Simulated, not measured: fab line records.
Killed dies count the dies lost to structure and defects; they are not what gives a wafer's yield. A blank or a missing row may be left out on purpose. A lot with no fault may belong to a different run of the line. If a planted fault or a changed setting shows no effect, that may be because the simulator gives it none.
Which of the tools did it? + flow gf180mcu + Sampling: 12 lots, 36 wafers, 5 of 602 route steps

== WHAT EACH GAUGE READ, for each wafer ==
GF_STI_BOW_MEAS_00. Usual: INCOMING_BOW typically reads 1 um, with standard deviation 6.7.
| lot  | measured    | on            | INCOMING_BOW (um) | flag |
|------|-------------|---------------|-------------------|------|
| L329 | day 1 10:00 | film_metro-03 | -10 -7 13         |      |
| L330 | day 1 15:01 | film_metro-01 | -19 9 0           |      |
| L332 | day 2 01:01 | film_metro-02 | 5 2 -7            |      |
| L333 | day 2 06:00 | film_metro-01 | -7 -3 4           |      |
| L336 | day 2 21:00 | film_metro-01 | 2 -3 6            |      |
| L337 | day 3 02:00 | film_metro-03 | -11 4 -8          |      |
| L340 | day 3 17:02 | film_metro-02 | 0 2 8             |      |
| L341 | day 3 22:01 | film_metro-01 | -4 4 -3           |      |
| L343 | day 4 08:04 | film_metro-02 | -3 2 -1           |      |
| L344 | day 4 13:02 | film_metro-02 | 14 -5 -5          |      |
| L346 | day 4 23:01 | film_metro-02 | -11 4 -1          |      |
| L352 | day 6 05:01 | film_metro-02 | -3 9 2            |      |

GF_DUAL_GATE_THK_MEAS_03. Usual: DUAL_GATE_OXIDATION_00_THK typically reads 10.98 nm, with standard deviation 0.21.
| lot  | measured     | on            | DUAL_GATE_OXIDATION_00_THK (nm) | flag |
|------|--------------|---------------|---------------------------------|------|
| L329 | day 7 19:19  | film_metro-02 | 10.67 10.80 10.89               |      |
| L330 | day 8 02:20  | film_metro-03 | 10.87 11.07 11.04               |      |
| L332 | day 8 15:19  | film_metro-02 | 10.84 10.92 11.00               |      |
| L333 | day 9 00:20  | film_metro-03 | 11.15 11.17 11.12               |      |
| L336 | day 9 22:38  | film_metro-01 | 10.92 10.93 10.81               |      |
| L337 | day 10 02:52 | film_metro-01 | 10.92 10.69 10.89               |      |
| L340 | day 10 21:53 | film_metro-02 | 11.05 11.11 10.95               |      |
| L341 | day 11 04:30 | film_metro-02 | 11.06 10.97 11.01               |      |
| L343 | day 11 16:46 | film_metro-03 | 10.91 11.00 10.80               |      |
| L344 | day 11 23:56 | film_metro-01 | 14.10 14.16 14.02               | OFF  |
| L346 | day 12 12:05 | film_metro-03 | 14.44 14.56 14.54               | OFF  |
| L352 | day 14 05:38 | film_metro-01 | 10.81 10.96 10.78               |      |

GF_V1_THK_MEAS_01. Usual: V1_CVD_00_THK typically reads 600 nm, with standard deviation 7.7.
| lot  | measured     | on            | V1_CVD_00_THK (nm) | flag |
|------|--------------|---------------|--------------------|------|
| L329 | day 17 07:58 | film_metro-02 | 599 592 591        |      |
| L330 | day 17 17:56 | film_metro-03 | 585 595 590        |      |
| L332 | day 18 18:05 | film_metro-01 | 605 609 601        |      |
| L333 | day 18 23:03 | film_metro-02 | 599 594 600        |      |
| L336 | day 20 08:55 | film_metro-02 | 615 605 616        |      |
| L337 | day 20 13:01 | film_metro-02 | 583 591 593        |      |
| L340 | day 21 14:31 | film_metro-02 | 591 597 600        |      |
| L341 | day 21 20:57 | film_metro-02 | 599 605 606        |      |
| L343 | day 22 15:52 | film_metro-01 | 606 590 603        |      |
| L344 | day 22 22:10 | film_metro-03 | 597 600 605        |      |
| L346 | day 23 12:32 | film_metro-03 | 592 592 599        |      |
| L352 | day 25 09:14 | film_metro-02 | 609 594 597        |      |

== WHICH TOOL RAN EACH LOT (tool, then ch and the chambers of the sampled wafers, then the start) ==
| lot  | GF_MVSD_STRIP_10                    | GF_DUAL_GATE_OXIDATION_02     |
|------|-------------------------------------|-------------------------------|
| L329 | plasma_asher-04 ch 0,1, day 4 12:09 | furnace-01 ch 0, day 7 17:53  |
| L330 | plasma_asher-03 ch 0,1, day 4 17:42 | furnace-02 ch 0, day 8 00:53  |
| L332 | plasma_asher-04 ch 0,1, day 5 04:07 | furnace-01 ch 0, day 8 13:51  |
| L333 | plasma_asher-01 ch 0,1, day 5 14:15 | furnace-02 ch 0, day 8 22:53  |
| L336 | plasma_asher-03 ch 0,1, day 6 08:37 | furnace-01 ch 0, day 9 21:11  |
| L337 | plasma_asher-04 ch 0,1, day 6 11:52 | furnace-01 ch 0, day 10 01:25 |
| L340 | plasma_asher-04 ch 0,1, day 7 04:17 | furnace-01 ch 0, day 10 20:25 |
| L341 | plasma_asher-04 ch 0,1, day 7 09:54 | furnace-02 ch 0, day 11 03:03 |
| L343 | plasma_asher-01 ch 0,1, day 7 22:41 | furnace-02 ch 0, day 11 15:17 |
| L344 | plasma_asher-01 ch 0,1, day 8 03:02 | furnace-01 ch 0, day 11 22:28 |
| L346 | plasma_asher-03 ch 0,1, day 8 14:30 | furnace-01 ch 0, day 12 10:38 |
| L352 | plasma_asher-04 ch 0,1, day 9 23:39 | furnace-02 ch 0, day 14 04:10 |
- GF_MVSD_STRIP_10: strips in O2/N2.
- GF_DUAL_GATE_OXIDATION_02: stabilise 600 s, purge 300 s, target thk 10.887 nm.

== WHAT THE TOOLS THEMSELVES READ (means of the sampled wafers that have a number; where no wafer has one, the mark that the record gives instead) ==
GF_MVSD_STRIP_10. Usual: chamber_pressure_mTorr 1500.1 mTorr, standard deviation 1.4; drypump_motor_current_A 5.7 A, standard deviation 0.35; heater_power_w 337 W, standard deviation 33; oes_product_au 0.722 a.u., standard deviation 0.0045; platen_temp_c 250.01 C, standard deviation 0.17; strip_time_to_endpoint_s 36.99 s, standard deviation 0.11.
| lot  | tool            | chamber_pressure_mTorr (mTorr) | drypump_motor_current_A (A) | heater_power_w (W) | oes_product_au (a.u.) | platen_temp_c (C) | strip_time_to_endpoint_s (s) | flag |
|------|-----------------|--------------------------------|-----------------------------|--------------------|-----------------------|-------------------|------------------------------|------|
| L329 | plasma_asher-04 | 1500.5                         | 5.5                         | 342                | 0.721                 | 249.99            | 37.08                        |      |
| L330 | plasma_asher-03 | 1499.7                         | 5.6                         | 368                | 0.725                 | 250.03            | 36.92                        |      |
| L332 | plasma_asher-04 | 1501.4                         | 5.6                         | 352                | 0.721                 | 249.86            | 36.99                        |      |
| L333 | plasma_asher-01 | 1499.4                         | 6.0                         | 333                | 0.724                 | 250.13            | 37.01                        |      |
| L336 | plasma_asher-03 | 1500.7                         | 5.6                         | 371                | 0.720                 | 249.85            | 37.07                        |      |
| L337 | plasma_asher-04 | 1500.1                         | 5.5                         | 342                | 0.722                 | 250.06            | 37.09                        |      |
| L340 | plasma_asher-04 | 1500.0                         | 5.4                         | 340                | 0.724                 | 250.10            | 37.03                        |      |
| L341 | plasma_asher-04 | 1500.6                         | 5.4                         | 334                | 0.719                 | 250.12            | 36.92                        |      |
| L343 | plasma_asher-01 | 1499.9                         | 5.8                         | 299                | 0.723                 | 250.00            | 36.89                        |      |
| L344 | plasma_asher-01 | 1500.2                         | 5.8                         | 301                | 0.724                 | 249.96            | 36.73                        |      |
| L346 | plasma_asher-03 | 1500.9                         | 5.7                         | 377                | 0.723                 | 249.94            | 37.08                        |      |
| L352 | plasma_asher-04 | 1499.1                         | 5.4                         | 336                | 0.720                 | 250.05            | 37.09                        |      |

GF_DUAL_GATE_OXIDATION_02. Usual: spike_tc_bottom_C 918.7 C, standard deviation 1.2; spike_tc_centre_C 899.8 C, standard deviation 1.2; spike_tc_lower_C 901.0 C, standard deviation 1.1; spike_tc_top_C 910.4 C, standard deviation 1.5; spike_tc_upper_C 900.3 C, standard deviation 0.94; tube_center_temp_C 900 C, standard deviation 0.08; tube_center_temp_C_max 902.4, standard deviation 0.39; zone_power_upper_pct 17.1 %, standard deviation 0.59.
| lot  | tool       | spike_tc_bottom_C (C) | spike_tc_centre_C (C) | spike_tc_lower_C (C) | spike_tc_top_C (C) | spike_tc_upper_C (C) | tube_center_temp_C (C) | tube_center_temp_C_max | zone_power_upper_pct (%) | flag |
|------|------------|-----------------------|-----------------------|----------------------|--------------------|----------------------|------------------------|------------------------|--------------------------|------|
| L329 | furnace-01 | 918.5                 | 900.2                 | 901.1                | 909.4              | 900.6                | 900                    | 902.6                  | 17.6                     |      |
| L330 | furnace-02 | 918.9                 | 898.6                 | 901.5                | 911.8              | 900.3                | 900                    | 902.1                  | 16.6                     |      |
| L332 | furnace-01 | 918.2                 | 901.3                 | 900.8                | 909.1              | 899.8                | 900                    | 902.2                  | 17.9                     |      |
| L333 | furnace-02 | 919.5                 | 898.8                 | 900.3                | 912.0              | 900.3                | 900                    | 902.5                  | 16.5                     |      |
| L336 | furnace-01 | 917.9                 | 900.3                 | 900.9                | 908.8              | 900.8                | 900                    | 902.6                  | 17.8                     |      |
| L337 | furnace-01 | 917.7                 | 900.1                 | 902.1                | 910.7              | 900.0                | 900                    | 902.0                  | 17.8                     |      |
| L340 | furnace-01 | 917.2                 | 899.8                 | 901.5                | 908.5              | 899.7                | 900                    | 902.5                  | 17.7                     |      |
| L341 | furnace-02 | 919.4                 | 899.8                 | 900.6                | 910.4              | 900.5                | 900                    | 902.4                  | 16.7                     |      |
| L343 | furnace-02 | 919.3                 | 898.8                 | 900.9                | 911.3              | 900.3                | 900                    | 902.1                  | 16.8                     |      |
| L344 | furnace-01 | 945.6                 | 928.0                 | 928.1                | 935.3              | 928.0                | 927                    | 929.5                  | 19.2                     | OFF  |
| L346 | furnace-01 | 945.8                 | 927.9                 | 928.3                | 935.0              | 927.0                | 927                    | 929.5                  | 19.0                     | OFF  |
| L352 | furnace-02 | 920.2                 | 900.4                 | 901.3                | 912.2              | 899.6                | 900                    | 901.9                  | 16.7                     |      |

== THE ANSWER, worked out from the rows above alone ==
Rule: take the mean of a lot's wafers that have a number; if it is more than 3 standard deviations from the usual mean, the lot is off. A lot without any number at a reading at which 4 lots or more have one is off too. All remaining lots with rows at the step are treated as sound. First the gauges in route order, then the tools' own readings, where a lot's mean is used as printed above. At the first step where some lot is off, the reading lying furthest off is the one used; lots without a number count as furthest.
Off: L344, L346, seen at GF_DUAL_GATE_THK_MEAS_03 (DUAL_GATE_OXIDATION_00_THK).
If a tool, at a process step before that reading, ran all the lots that are off and no sound lot after the first of them, it fits. The gauges at GF_DUAL_GATE_THK_MEAS_03 aren't tried: what is off there is off at GF_DUAL_GATE_OXIDATION_02 too, on other tools, and a gauge's error can't cause that. One fits: GF_DUAL_GATE_OXIDATION_02 on furnace-01. Its last sound lot is L340 (day 10 20:25), its first lot that is off L344 (day 11 22:28): a fault that began between those two fits.
The tool's own readings at GF_DUAL_GATE_OXIDATION_02 bear it out: on the lots that are off they differ by more than 5 times the standard deviation of the sound lots' means. spike_tc_bottom_C reads 945.7 C there against 918.7 C on the sound lots; spike_tc_centre_C reads 928.0 C there against 899.8 C on the sound lots; spike_tc_lower_C reads 928.2 C there against 901.1 C on the sound lots; spike_tc_top_C reads 935.1 C there against 910.4 C on the sound lots; spike_tc_upper_C reads 927.5 C there against 900.2 C on the sound lots; tube_center_temp_C reads 927 C there against 900 C on the sound lots; tube_center_temp_C_max reads 929.5 there against 902.3 on the sound lots.

== WHAT HAD BEEN PUT IN BY THE SIMULATOR ==
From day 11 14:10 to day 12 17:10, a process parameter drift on furnace-01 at GF_DUAL_GATE_OXIDATION_02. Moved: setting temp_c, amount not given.
Shown lots that were struck: L344, L346. Same finding as the rule above.
